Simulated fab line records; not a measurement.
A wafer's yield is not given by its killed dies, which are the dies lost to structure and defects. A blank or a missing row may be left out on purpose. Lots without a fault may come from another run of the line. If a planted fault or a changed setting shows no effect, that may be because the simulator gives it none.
One fault seen from 2 desks | flow gf180mcu | each desk holds nothing but its own numbers, with what lay behind them at the end

## THE TOOL OWNER'S DESK: rtp_anneal-01
At GF_SALICIDE_RTA_08 (time 30 s), the tool's own readings, given per lot that ran on this tool as the mean of the sampled wafers with a number. If a lot's mean is further than 4 standard deviations from the usual mean, the lot is out of limits and carries the mark OUT (the distance appears in the brackets).
Columns: A = lamp_power_pct at GF_SALICIDE_RTA_08, usual 17.0 %; B = wafer_temp_C_max at GF_SALICIDE_RTA_08, usual 804.8
lot  | first seen here | A               | B
L509 | day 16 23:05    | 16.6            | 804.1
L511 | day 17 19:44    | 16.6            | 804.7
L512 | day 18 01:09    | 16.6            | 804.9
L513 | day 18 07:13    | 16.6            | 805.2
L514 | day 18 21:08    | 16.6            | 803.5
L516 | day 19 07:10    | 16.6            | 805.0
L517 | day 20 01:14    | 11.3 (-7.1) OUT | 682.8 (-99 or more) OUT
L518 | day 20 06:27    | 11.3 (-7.2) OUT | 683.6 (-99 or more) OUT
L519 | day 20 14:38    | 11.3 (-7.1) OUT | 682.2 (-99 or more) OUT
L520 | day 20 23:26    | 11.3 (-7.1) OUT | 683.8 (-99 or more) OUT
L527 | day 23 04:16    | 16.6            | 804.5
L529 | day 23 20:12    | 16.6            | 805.4
This desk finds L517, L518, L519, L520 out of limits, L517 being first, at day 20 01:14 (lamp_power_pct at GF_SALICIDE_RTA_08). L509, L511, L512, L513, L514, L516, L527, L529: within limits.

## FROM THE METROLOGY DESK
What the gauges read, lot by lot, whatever tool the lot ran on: means of the sampled wafers that have a number. If a lot's mean is further than 4 standard deviations from the usual mean, the lot is out of limits and carries the mark OUT (the distance appears in the brackets).
Columns: A = cd_nm at GF_SAB_CD_MEAS_09, usual 420.5 nm; B = cd_nm at GF_CONTACT_CD_MEAS_14, usual 220.3 nm
lot  | first seen here | A     | B
L507 | day 16 04:45    | 419.5 | 221.8
L509 | day 16 22:11    | 419.8 | 218.4
L511 | day 17 18:47    | 422.6 | 217.9
L512 | day 18 00:13    | 422.8 | 220.1
L513 | day 18 06:16    | 419.6 | 219.7
L514 | day 18 20:13    | 420.7 | 223.6
L516 | day 19 06:15    | 416.0 | 221.1
L517 | day 20 00:17    | 418.3 | 221.6
L518 | day 20 05:32    | 419.2 | 222.4
L519 | day 20 13:42    | 422.5 | 219.1
L520 | day 20 22:31    | 423.8 | 218.9
L523 | day 21 22:47    | 420.8 | 220.4
L527 | day 23 03:20    | 420.6 | 218.8
L528 | day 23 10:44    | 417.9 | 219.6
L529 | day 23 19:15    | 420.9 | 219.7
This desk's finding: nothing out of limits on any of the 15 lots.

## BROUGHT TOGETHER
The tool owner's desk could have raised an alarm at day 20 01:14, on L517, L518, L519, L520.
From the metrology desk's view, nothing was out of limits.
The metrology desk holds a record of L517, L518, L519, L520, inside its limits.
Of the lots named, all ran GF_SALICIDE_RTA_08 on rtp_anneal-01.

## WHAT THE SIMULATOR HAD PUT IN
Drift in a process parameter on rtp_anneal-01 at GF_SALICIDE_RTA_08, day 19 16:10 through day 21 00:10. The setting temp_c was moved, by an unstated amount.
Lots struck among those shown: L517, L518, L519, L520.
Delay in hours, fault start to first out-of-limits reading, by desk: the tool owner's desk at 9.
